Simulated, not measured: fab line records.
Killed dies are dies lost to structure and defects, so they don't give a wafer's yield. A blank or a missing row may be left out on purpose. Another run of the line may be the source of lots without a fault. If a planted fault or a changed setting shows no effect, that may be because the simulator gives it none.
fab line records :: flow sfq-line :: part 2 of 2: steps 27 to 37 of 37
record
  lots=5
  wafers=15
  last-day=100
route steps=325 shown M5@199 A5B@209 R5@212 I5@228
lots that met no fault: from a run of the same line without faults
start-h: hours from the record's opening day to when the first of the lot's shown wafers began :: wait-h: hours since the lot's step before :: " unchanged from the row above :: L1.1+2: one row covering several wafers at once :: - either no value or no given start :: * or withheld: withheld :: < > ~ a bound
route shown NAME@n: names a module that has steps shown in the file, with the first one's number in the route :: usual: mean/standard deviation taken from wafers without a fault :: same: alike in all rows :: chamber/n: place in a boat :: sites: per-site readings :: _std_site: the standard deviation of these :: _edge_site: outer sites' mean less inner sites' :: radius-mm: for every site, how far away it sits from the centre of the wafer :: mask NAME#n: copy n :: behind: tool/chamber where the wafer was last shaped :: hold: why the lot was held/for how many hours/how that ended :: device: which transistor (n, p or np) failed to switch :: end of line: at the end of the route, the tests of the same wafers :: where a step has no rows: the recipe by itself :: killed: at the first sort, the dies lost to defects and structure; wafer yield is something else :: map: the dies of a wafer, with x for killed, . for not killed, _ for no die there
set.NAME: the setting that was run; set.NAME@STEP: the one run at that earlier step :: model.NAME: the simulator's own value behind a step, which no gauge read
a table for each step, a row for each wafer; lots at some steps of the route
services: from which hour (start-h, from the record's first day; less than 0 if before it) a tool's chamber was out of use, for how many hours, and why
## steps
# step SFQ_TRILAYER_R5_ETCH_METAL_ETCH_139
# recipe
  stop-on=SiO2
  mask-material=PR
  chemistry=Cl2
  target-depth-nm=60
  icp-w=600
  bias-w=80
  pressure-mtorr=10
  time-s=40
# usual
  drypump-motor-current-A=5.8/0.43
  oes-product-au=0.987/0.0077
lot.wafer: L081.2
tool: rie-metal-03
chamber: 0
start-h: 1652.84
wait-h: 0.0
drypump-motor-current-A: 6.0
oes-product-au: 0.995
rf-hours-counter-h: 67

lot.wafer: L081.4
tool: rie-metal-03
chamber: 1
start-h: 1652.84
wait-h: 0.0
drypump-motor-current-A: 5.3
oes-product-au: 0.989
rf-hours-counter-h: -

lot.wafer: L081.6
tool: rie-metal-03
chamber: 0
start-h: 1652.84
wait-h: 0.0
drypump-motor-current-A: 6.0
oes-product-au: 0.995
rf-hours-counter-h: -

lot.wafer: L083.1
tool: rie-metal-01
chamber: 1
start-h: 1658.84
wait-h: 0.0
drypump-motor-current-A: 5.5
oes-product-au: 0.994
rf-hours-counter-h: 19

lot.wafer: L083.2
tool: rie-metal-01
chamber: 0
start-h: 1658.84
wait-h: 0.0
drypump-motor-current-A: 5.8
oes-product-au: 0.984
rf-hours-counter-h: 59

lot.wafer: L083.5
tool: rie-metal-01
chamber: 1
start-h: 1658.84
wait-h: 0.0
drypump-motor-current-A: 5.4
oes-product-au: 0.990
rf-hours-counter-h: -

lot.wafer: L087.2
tool: rie-metal-03
chamber: 0
start-h: 1673.17
wait-h: 0.0
drypump-motor-current-A: 6.1
oes-product-au: 0.995
rf-hours-counter-h: 69

lot.wafer: L087.3
tool: rie-metal-03
chamber: 0
start-h: 1673.17
wait-h: 0.0
drypump-motor-current-A: 6.0
oes-product-au: 0.987
rf-hours-counter-h: -

lot.wafer: L087.4
tool: rie-metal-03
chamber: 1
start-h: 1673.17
wait-h: 0.0
drypump-motor-current-A: 5.2
oes-product-au: 0.983
rf-hours-counter-h: -

lot.wafer: L090.2
tool: rie-metal-03
chamber: 0
start-h: 1805.17
wait-h: 0.0
drypump-motor-current-A: 6.0
oes-product-au: 0.997
rf-hours-counter-h: 84

lot.wafer: L090.3
tool: rie-metal-03
chamber: 0
start-h: 1805.17
wait-h: 0.0
drypump-motor-current-A: 6.0
oes-product-au: 0.993
rf-hours-counter-h: -

lot.wafer: L090.4
tool: rie-metal-03
chamber: 1
start-h: 1805.17
wait-h: 0.0
drypump-motor-current-A: 5.2
oes-product-au: 0.975
rf-hours-counter-h: -

lot.wafer: L093.1
tool: rie-metal-03
chamber: 0
start-h: 1815.97
wait-h: 0.0
drypump-motor-current-A: 6.0
oes-product-au: 0.988
rf-hours-counter-h: 86

lot.wafer: L093.2
tool: rie-metal-03
chamber: 1
start-h: 1815.97
wait-h: 0.0
drypump-motor-current-A: 5.2
oes-product-au: 0.997
rf-hours-counter-h: 101

lot.wafer: L093.5
tool: rie-metal-03
chamber: 1
start-h: 1815.97
wait-h: 0.0
drypump-motor-current-A: 5.3
oes-product-au: 0.987
rf-hours-counter-h: -
# step SFQ_TRILAYER_R5_STRIP_STRIP_140
# recipe
  gas=O2
  power-w=200
  platen-temp-c=40
  overash-fraction=0.65
  chemistry=O2
  pressure-mtorr=50
# usual
  drypump-motor-current-A=5.8/0.43
  oes-product-au=0.995/0.011
lot.wafer: L081.2
tool: rie-metal-03
chamber: 0
start-h: 1652.90
wait-h: 0.0
drypump-motor-current-A: 5.9
oes-product-au: 1.000
rf-hours-counter-h: 67

lot.wafer: L081.4
tool: rie-metal-03
chamber: 1
start-h: 1652.90
wait-h: 0.0
drypump-motor-current-A: 5.2
oes-product-au: 0.979
rf-hours-counter-h: -

lot.wafer: L081.6
tool: rie-metal-03
chamber: 0
start-h: 1652.90
wait-h: 0.0
drypump-motor-current-A: 6.0
oes-product-au: 1.000
rf-hours-counter-h: -

lot.wafer: L083.1
tool: rie-metal-01
chamber: 1
start-h: 1658.90
wait-h: 0.0
drypump-motor-current-A: 5.5
oes-product-au: 0.994
rf-hours-counter-h: 19

lot.wafer: L083.2
tool: rie-metal-01
chamber: 0
start-h: 1658.90
wait-h: 0.0
drypump-motor-current-A: 5.8
oes-product-au: 1.006
rf-hours-counter-h: 59

lot.wafer: L083.5
tool: rie-metal-01
chamber: 1
start-h: 1658.90
wait-h: 0.0
drypump-motor-current-A: 5.5
oes-product-au: 1.003
rf-hours-counter-h: -

lot.wafer: L087.2
tool: rie-metal-03
chamber: 0
start-h: 1673.23
wait-h: 0.0
drypump-motor-current-A: 6.0
oes-product-au: 0.988
rf-hours-counter-h: 69

lot.wafer: L087.3
tool: rie-metal-03
chamber: 0
start-h: 1673.23
wait-h: 0.0
drypump-motor-current-A: 6.0
oes-product-au: 0.995
rf-hours-counter-h: -

lot.wafer: L087.4
tool: rie-metal-03
chamber: 1
start-h: 1673.23
wait-h: 0.0
drypump-motor-current-A: 5.2
oes-product-au: 0.974
rf-hours-counter-h: -

lot.wafer: L090.2
tool: rie-metal-03
chamber: 0
start-h: 1805.22
wait-h: 0.0
drypump-motor-current-A: 6.0
oes-product-au: 0.998
rf-hours-counter-h: 84

lot.wafer: L090.3
tool: rie-metal-03
chamber: 0
start-h: 1805.22
wait-h: 0.0
drypump-motor-current-A: 6.0
oes-product-au: 1.002
rf-hours-counter-h: -

lot.wafer: L090.4
tool: rie-metal-03
chamber: 1
start-h: 1805.22
wait-h: 0.0
drypump-motor-current-A: 5.3
oes-product-au: 0.988
rf-hours-counter-h: -

lot.wafer: L093.1
tool: rie-metal-03
chamber: 0
start-h: 1816.02
wait-h: 0.0
drypump-motor-current-A: 6.0
oes-product-au: 0.979
rf-hours-counter-h: 86

lot.wafer: L093.2
tool: rie-metal-03
chamber: 1
start-h: 1816.02
wait-h: 0.0
drypump-motor-current-A: 5.2
oes-product-au: 0.983
rf-hours-counter-h: 101

lot.wafer: L093.5
tool: rie-metal-03
chamber: 1
start-h: 1816.02
wait-h: 0.0
drypump-motor-current-A: 5.2
oes-product-au: 0.984
rf-hours-counter-h: -
# step SFQ_TRILAYER_R5_STRIP_SOLV_CLEAN_141
# recipe
  chemistry=NMP
  temp-c=70
  time-s=600
# usual
  temp-c=70.00/0.13
lot.wafer: L081.2
tool: wet-bench-04
chamber: 3
start-h: 1653.50
wait-h: 0.4
temp-c: 70.07

lot.wafer: L081.4
tool: wet-bench-04
chamber: 6
start-h: 1653.50
wait-h: 0.4
temp-c: 69.85

lot.wafer: L081.6
tool: wet-bench-04
chamber: 5
start-h: 1653.50
wait-h: 0.4
temp-c: 69.97

lot.wafer: L083.1
tool: wet-bench-04
chamber: 2
start-h: 1659.50
wait-h: 0.4
temp-c: 70.23

lot.wafer: L083.2
tool: wet-bench-04
chamber: 0
start-h: 1659.50
wait-h: 0.4
temp-c: 70.03

lot.wafer: L083.5
tool: wet-bench-04
chamber: 1
start-h: 1659.50
wait-h: 0.4
temp-c: 69.96

lot.wafer: L087.2
tool: wet-bench-01
chamber: 2
start-h: 1673.83
wait-h: 0.4
temp-c: 69.95

lot.wafer: L087.3
tool: wet-bench-01
chamber: 6
start-h: 1673.83
wait-h: 0.4
temp-c: 69.91

lot.wafer: L087.4
tool: wet-bench-01
chamber: 1
start-h: 1673.83
wait-h: 0.4
temp-c: 69.96

lot.wafer: L090.2
tool: wet-bench-01
chamber: 1
start-h: 1805.82
wait-h: 0.4
temp-c: 69.85

lot.wafer: L090.3
tool: wet-bench-01
chamber: 6
start-h: 1805.82
wait-h: 0.4
temp-c: 69.81

lot.wafer: L090.4
tool: wet-bench-01
chamber: 4
start-h: 1805.82
wait-h: 0.4
temp-c: 70.10

lot.wafer: L093.1
tool: wet-bench-01
chamber: 7
start-h: 1816.62
wait-h: 0.4
temp-c: 69.99

lot.wafer: L093.2
tool: wet-bench-01
chamber: 5
start-h: 1816.62
wait-h: 0.4
temp-c: 69.97

lot.wafer: L093.5
tool: wet-bench-01
chamber: 3
start-h: 1816.62
wait-h: 0.4
temp-c: 70.27
# step SFQ_TRILAYER_A5C_DEP_PECVD_142
# recipe
  material=SiO2
  temp-c=150
  time-s=15.556
  pressure-torr=2.4
  rf-w=183.3
  precursor=SiH4/N2O
  target-thk-nm=70
# usual
  heater-power-w=86/13
  throttle-valve-pct=24.2/1.1
lot.wafer: L081.2
tool: pecvd-02
chamber: 1
start-h: 1653.68
wait-h: 0.0
heater-power-w: 57
throttle-valve-pct: 23.7

lot.wafer: L081.4
tool: pecvd-02
chamber: 1
start-h: 1653.68
wait-h: 0.0
heater-power-w: 57
throttle-valve-pct: 23.3

lot.wafer: L081.6
tool: pecvd-02
chamber: 2
start-h: 1653.68
wait-h: 0.0
heater-power-w: 94
throttle-valve-pct: 24.5

lot.wafer: L083.1
tool: pecvd-02
chamber: 2
start-h: 1659.68
wait-h: 0.0
heater-power-w: 93
throttle-valve-pct: 24.7

lot.wafer: L083.2
tool: pecvd-02
chamber: 0
start-h: 1659.68
wait-h: 0.0
heater-power-w: 66
throttle-valve-pct: 24.8

lot.wafer: L083.5
tool: pecvd-02
chamber: 1
start-h: 1659.68
wait-h: 0.0
heater-power-w: 60
throttle-valve-pct: 23.6

lot.wafer: L087.2
tool: pecvd-03
chamber: 0
start-h: 1674.00
wait-h: 0.0
heater-power-w: 98
throttle-valve-pct: 24.2

lot.wafer: L087.3
tool: pecvd-03
chamber: 1
start-h: 1674.00
wait-h: 0.0
heater-power-w: 73
throttle-valve-pct: 22.7

lot.wafer: L087.4
tool: pecvd-03
chamber: 1
start-h: 1674.00
wait-h: 0.0
heater-power-w: 75
throttle-valve-pct: 22.9

lot.wafer: L090.2
tool: pecvd-01
chamber: 1
start-h: 1806.00
wait-h: 0.0
heater-power-w: 87
throttle-valve-pct: 23.5

lot.wafer: L090.3
tool: pecvd-01
chamber: 2
start-h: 1806.00
wait-h: 0.0
heater-power-w: 86
throttle-valve-pct: 23.2

lot.wafer: L090.4
tool: pecvd-01
chamber: 2
start-h: 1806.00
wait-h: 0.0
heater-power-w: 87
throttle-valve-pct: 23.5

lot.wafer: L093.1
tool: pecvd-03
chamber: 2
start-h: 1816.80
wait-h: 0.0
heater-power-w: 92
throttle-valve-pct: 23.1

lot.wafer: L093.2
tool: pecvd-03
chamber: 0
start-h: 1816.80
wait-h: 0.0
heater-power-w: 98
throttle-valve-pct: 25.2

lot.wafer: L093.5
tool: pecvd-03
chamber: 0
start-h: 1816.80
wait-h: 0.0
heater-power-w: 100
throttle-valve-pct: 25.1
# step SFQ_TRILAYER_I5_LITHO_COAT_149
# recipe
  resist=BARC
  spin-rpm=3000
  resist-thk-nm=62
lot.wafer: L081.2+4+6
tool: litho-track-04
chamber: 0
start-h: 1653.75
wait-h: 0.1

lot.wafer: L083.1+2+5
tool: litho-track-02
chamber: 0
start-h: 1659.70
wait-h: 0.0

lot.wafer: L087.2+3+4
tool: litho-track-01
chamber: 0
start-h: 1674.08
wait-h: 0.1

lot.wafer: L090.2+3+4
tool: litho-track-04
chamber: 0
start-h: 1806.08
wait-h: 0.1

lot.wafer: L093.1+2+5
tool: litho-track-04
chamber: 0
start-h: 1816.83
wait-h: 0.0
# step SFQ_TRILAYER_I5_LITHO_COAT_144
# recipe
  resist=KrF
  spin-rpm=3000
  resist-thk-nm=650
lot.wafer: L081.2+4+6
tool: litho-track-04
chamber: 0
start-h: 1654.05
wait-h: 0.2

lot.wafer: L083.1+2+5
tool: litho-track-02
chamber: 0
start-h: 1660.00
wait-h: 0.2

lot.wafer: L087.2+3+4
tool: litho-track-01
chamber: 0
start-h: 1674.38
wait-h: 0.2

lot.wafer: L090.2+3+4
tool: litho-track-04
chamber: 0
start-h: 1806.38
wait-h: 0.2

lot.wafer: L093.1+2+5
tool: litho-track-04
chamber: 0
start-h: 1817.13
wait-h: 0.2
# step SFQ_TRILAYER_I5_LITHO_SOFTBAKE_148
# recipe
  temp-c=withheld
  time-s=withheld
  resist=KrF
lot.wafer: L081.2+4+6
tool: litho-track-04
chamber: 0
start-h: 1654.33
wait-h: 0.2

lot.wafer: L083.1+2+5
tool: litho-track-02
chamber: 0
start-h: 1660.30
wait-h: 0.2

lot.wafer: L087.2+3+4
tool: litho-track-01
chamber: 0
start-h: 1674.65
wait-h: 0.2

lot.wafer: L090.2+3+4
tool: litho-track-04
chamber: 0
start-h: 1806.65
wait-h: 0.2

lot.wafer: L093.1+2+5
tool: litho-track-04
chamber: 0
start-h: 1817.43
wait-h: 0.2
# step SFQ_TRILAYER_I5_LITHO_EXPOSE_145
# recipe
  mask-id=I5
  na=0.6
  source-shape=conventional
  sigma-outer=0.65
  target-cd-nm=700
  dose-mj=21.3
# usual
  stage-vel-mm-s=499.97/0.26
# same
  na=0.6
lot.wafer: L081.2
tool: krf-scanner-01
chamber: 0
start-h: 1765.24
wait-h: -
mask: I5#0
stage-vel-mm-s: 500.23

lot.wafer: L081.4
tool: krf-scanner-01
chamber: 0
start-h: 1765.24
wait-h: -
mask: I5#0
stage-vel-mm-s: 500.48

lot.wafer: L081.6
tool: krf-scanner-01
chamber: 0
start-h: 1765.24
wait-h: -
mask: I5#0
stage-vel-mm-s: 500.57

lot.wafer: L083.1
tool: krf-scanner-01
chamber: 0
start-h: 1773.44
wait-h: -
mask: I5#0
stage-vel-mm-s: 500.07

lot.wafer: L083.2
tool: krf-scanner-01
chamber: 0
start-h: 1773.44
wait-h: -
mask: I5#0
stage-vel-mm-s: 500.06

lot.wafer: L083.5
tool: krf-scanner-01
chamber: 0
start-h: 1773.44
wait-h: -
mask: I5#0
stage-vel-mm-s: 499.82

lot.wafer: L087.2
tool: krf-scanner-02
chamber: 0
start-h: 1789.36
wait-h: -
mask: I5#0
stage-vel-mm-s: 500.10

lot.wafer: L087.3
tool: krf-scanner-02
chamber: 0
start-h: 1789.36
wait-h: -
mask: I5#0
stage-vel-mm-s: 500.17

lot.wafer: L087.4
tool: krf-scanner-02
chamber: 0
start-h: 1789.36
wait-h: -
mask: I5#0
stage-vel-mm-s: 500.18

lot.wafer: L090.2
tool: krf-scanner-02
chamber: 0
start-h: 1825.36
wait-h: -
mask: I5#0
stage-vel-mm-s: 499.81

lot.wafer: L090.3
tool: krf-scanner-02
chamber: 0
start-h: 1825.36
wait-h: -
mask: I5#0
stage-vel-mm-s: 499.53

lot.wafer: L090.4
tool: krf-scanner-02
chamber: 0
start-h: 1825.36
wait-h: -
mask: I5#0
stage-vel-mm-s: 499.80

lot.wafer: L093.1
tool: krf-scanner-02
chamber: 0
start-h: 1828.76
wait-h: -
mask: I5#0
stage-vel-mm-s: 500.07

lot.wafer: L093.2
tool: krf-scanner-02
chamber: 0
start-h: 1828.76
wait-h: -
mask: I5#0
stage-vel-mm-s: 499.83

lot.wafer: L093.5
tool: krf-scanner-02
chamber: 0
start-h: 1828.76
wait-h: -
mask: I5#0
stage-vel-mm-s: 499.97
# step SFQ_TRILAYER_I5_LITHO_PEB_147
# recipe
  peb-temp-c=115
  peb-time-s=60
  resist=KrF
lot.wafer: L081.2+4+6
tool: litho-track-02
chamber: 0
start-h: 1766.26
wait-h: 0.8

lot.wafer: L083.1+2+5
tool: litho-track-02
chamber: 0
start-h: 1774.64
wait-h: 1.0

lot.wafer: L087.2+3+4
tool: litho-track-02
chamber: 0
start-h: 1790.39
wait-h: 0.8

lot.wafer: L090.2+3+4
tool: litho-track-04
chamber: 0
start-h: 1826.38
wait-h: 0.8

lot.wafer: L093.1+2+5
tool: litho-track-01
chamber: 0
start-h: 1829.96
wait-h: 1.0
# step SFQ_TRILAYER_I5_LITHO_DEVELOP_146
# recipe
  time-s=60
  resist=KrF
lot.wafer: L081.2+4+6
tool: litho-track-02
chamber: 0
start-h: 1766.41
wait-h: 0.1

lot.wafer: L083.1+2+5
tool: litho-track-02
chamber: 0
start-h: 1774.79
wait-h: 0.1

lot.wafer: L087.2+3+4
tool: litho-track-02
chamber: 0
start-h: 1790.54
wait-h: 0.1

lot.wafer: L090.2+3+4
tool: litho-track-04
chamber: 0
start-h: 1826.53
wait-h: 0.1

lot.wafer: L093.1+2+5
tool: litho-track-01
chamber: 0
start-h: 1830.11
wait-h: 0.1
# step SFQ_I5_OVL_MEAS_936
# usual
  I5_OVL=-2/4.3
lot.wafer: L081.2
tool: overlay-01
chamber: -
start-h: 1766.54
wait-h: 0.1
I5_OVL[nm]: -7

lot.wafer: L081.4
tool: overlay-01
chamber: -
start-h: 1766.54
wait-h: 0.1
I5_OVL[nm]: -8

lot.wafer: L081.6
tool: overlay-01
chamber: -
start-h: 1766.54
wait-h: 0.1
I5_OVL[nm]: -7

lot.wafer: L083.1
tool: overlay-02
chamber: -
start-h: 1774.94
wait-h: 0.1
I5_OVL[nm]: 0

lot.wafer: L083.2
tool: overlay-02
chamber: -
start-h: 1774.94
wait-h: 0.1
I5_OVL[nm]: -3

lot.wafer: L083.5
tool: overlay-02
chamber: -
start-h: 1774.94
wait-h: 0.1
I5_OVL[nm]: -2

lot.wafer: L087.2
tool: overlay-02
chamber: -
start-h: 1790.67
wait-h: 0.1
I5_OVL[nm]: 4

lot.wafer: L087.3
tool: overlay-02
chamber: -
start-h: 1790.67
wait-h: 0.1
I5_OVL[nm]: -3

lot.wafer: L087.4
tool: overlay-02
chamber: -
start-h: 1790.67
wait-h: 0.1
I5_OVL[nm]: 0

lot.wafer: L090.2
tool: overlay-02
chamber: -
start-h: 1826.67
wait-h: 0.1
I5_OVL[nm]: -3

lot.wafer: L090.3
tool: overlay-02
chamber: -
start-h: 1826.67
wait-h: 0.1
I5_OVL[nm]: -7

lot.wafer: L090.4
tool: overlay-02
chamber: -
start-h: 1826.67
wait-h: 0.1
I5_OVL[nm]: -3

lot.wafer: L093.1
tool: overlay-02
chamber: -
start-h: 1830.26
wait-h: 0.1
I5_OVL[nm]: -7

lot.wafer: L093.2
tool: overlay-02
chamber: -
start-h: 1830.26
wait-h: 0.1
I5_OVL[nm]: -1

lot.wafer: L093.5
tool: overlay-02
chamber: -
start-h: 1830.26
wait-h: 0.1
I5_OVL[nm]: -4
## services
tool: krf-scanner-02
chamber: -
start-h: 1528.01
hours: 0.3
kind: repair

tool: wet-bench-04
chamber: -
start-h: 1539.50
hours: 2.1
kind: repair

tool: rie-metal-01
chamber: -
start-h: 1565.26
hours: 1.2
kind: repair

tool: krf-scanner-02
chamber: -
start-h: 1581.34
hours: 1.0
kind: pm

tool: rie-metal-04
chamber: 0
start-h: 1590.23
hours: 15.3
kind: repair

tool: krf-scanner-02
chamber: -
start-h: 1595.56
hours: 4.1
kind: repair

tool: krf-scanner-02
chamber: -
start-h: 1598.30
hours: 0.9
kind: repair

tool: krf-scanner-02
chamber: -
start-h: 1600.89
hours: 1.3
kind: pm

tool: krf-scanner-01
chamber: -
start-h: 1615.15
hours: 1.0
kind: pm

tool: krf-scanner-01
chamber: -
start-h: 1626.95
hours: 0.8
kind: pm

tool: rie-metal-04
chamber: 0
start-h: 1630.51
hours: 16.6
kind: repair

tool: krf-scanner-01
chamber: -
start-h: 1674.50
hours: 1.3
kind: pm

tool: krf-scanner-02
chamber: -
start-h: 1693.35
hours: 4.4
kind: pm

tool: krf-scanner-02
chamber: -
start-h: 1723.32
hours: 4.4
kind: pm

tool: krf-scanner-01
chamber: -
start-h: 1728.27
hours: 4.0
kind: pm

tool: rie-metal-03
chamber: -
start-h: 1736.39
hours: 1.4
kind: pm

tool: pvd-sputter-05
chamber: -
start-h: 1744.63
hours: 3.0
kind: repair

tool: krf-scanner-02
chamber: -
start-h: 1750.51
hours: 1.0
kind: pm

tool: krf-scanner-02
chamber: -
start-h: 1772.14
hours: 3.6
kind: pm

tool: krf-scanner-02
chamber: -
start-h: 1776.61
hours: 1.3
kind: pm

tool: krf-scanner-01
chamber: -
start-h: 1784.24
hours: 1.0
kind: pm

tool: krf-scanner-02
chamber: -
start-h: 1795.16
hours: 0.8
kind: pm

tool: krf-scanner-01
chamber: -
start-h: 1796.49
hours: 0.8
kind: pm

tool: krf-scanner-02
chamber: -
start-h: 1802.25
hours: 21.7
kind: repair
